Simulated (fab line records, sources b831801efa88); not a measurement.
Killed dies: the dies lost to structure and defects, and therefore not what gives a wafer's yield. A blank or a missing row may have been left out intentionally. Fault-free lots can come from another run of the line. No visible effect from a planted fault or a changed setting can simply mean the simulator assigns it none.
Chamber matching || flow gf180mcu || GF_V3_CVD_02 on pecvd-03 has 3 sister chambers
The step deposits SiO2 from TEOS, target thk 850 nm, time 94.851 s. 14 wafers are shown with their chamber, then 7 later ones without.

WAFERS, EACH WITH ITS CHAMBER
{"wafer": "L077.1", "chamber": 0, "heater-power-w (W)": 784}
{"wafer": "L077.4", "chamber": 2, "heater-power-w (W)": 674}
{"wafer": "L077.5", "chamber": 1, "heater-power-w (W)": 694}
{"wafer": "L078.1", "chamber": 1, "heater-power-w (W)": 704}
{"wafer": "L078.4", "chamber": 1, "heater-power-w (W)": 736}
{"wafer": "L078.6", "chamber": 0, "heater-power-w (W)": 707}
{"wafer": "L082.3", "chamber": 2, "heater-power-w (W)": 563}
{"wafer": "L082.5", "chamber": 1, "heater-power-w (W)": 685}
{"wafer": "L082.6", "chamber": 2, "heater-power-w (W)": 604}
{"wafer": "L086.1", "chamber": 0, "heater-power-w (W)": 733}
{"wafer": "L086.2", "chamber": 2, "heater-power-w (W)": 614}
{"wafer": "L086.4", "chamber": 2, "heater-power-w (W)": 633}
{"wafer": "L088.1", "chamber": 2, "heater-power-w (W)": 578}
{"wafer": "L088.2", "chamber": 0, "heater-power-w (W)": 668}

SIGNATURES (means of the wafers above)
{"reading": "heater-power-w", "chamber 0": 723.00, "chamber 1": 704.75, "chamber 2": 611.00, "scatter within a chamber": 38.7}
Rule: a wafer lies at a distance from a chamber equal to the root of the sum of squares, over the readings, of (its reading less the chamber's mean, divided by the reading's scatter). The wafer belongs to the nearest chamber; if the next one is less than 2 further off, it can't be placed. The scatter: take each reading less its chamber's mean, square it, sum over the shown wafers, divide by the number of wafers less the number of chambers, and take the root.

WAFERS WHOSE CHAMBER IS MISSING
{"wafer": "L088.4", "heater-power-w (W)": 585}
{"wafer": "L096.1", "heater-power-w (W)": 701}
{"wafer": "L096.2", "heater-power-w (W)": 803}
{"wafer": "L096.4", "heater-power-w (W)": 728}
{"wafer": "L097.1", "heater-power-w (W)": 662}
{"wafer": "L097.2", "heater-power-w (W)": 651}
{"wafer": "L097.3", "heater-power-w (W)": 755}

EACH ONE'S CHAMBER
{"wafer": "L088.4", "from the rows above": 2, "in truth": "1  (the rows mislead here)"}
{"wafer": "L096.1", "from the rows above": "can't be placed: 1 or 0", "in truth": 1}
{"wafer": "L096.2", "from the rows above": "can't be placed: 0 or 1", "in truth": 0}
{"wafer": "L096.4", "from the rows above": "can't be placed: 0 or 1", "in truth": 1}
{"wafer": "L097.1", "from the rows above": "can't be placed: 1 or 2 or 0", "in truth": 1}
{"wafer": "L097.2", "from the rows above": "can't be placed: 2 or 1 or 0", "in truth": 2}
{"wafer": "L097.3", "from the rows above": "can't be placed: 0 or 1", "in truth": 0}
0 of 7 placed correctly. Unplaceable from these rows: 6, with the true chamber sitting among the candidates in 6. Number placed wrongly: 1.
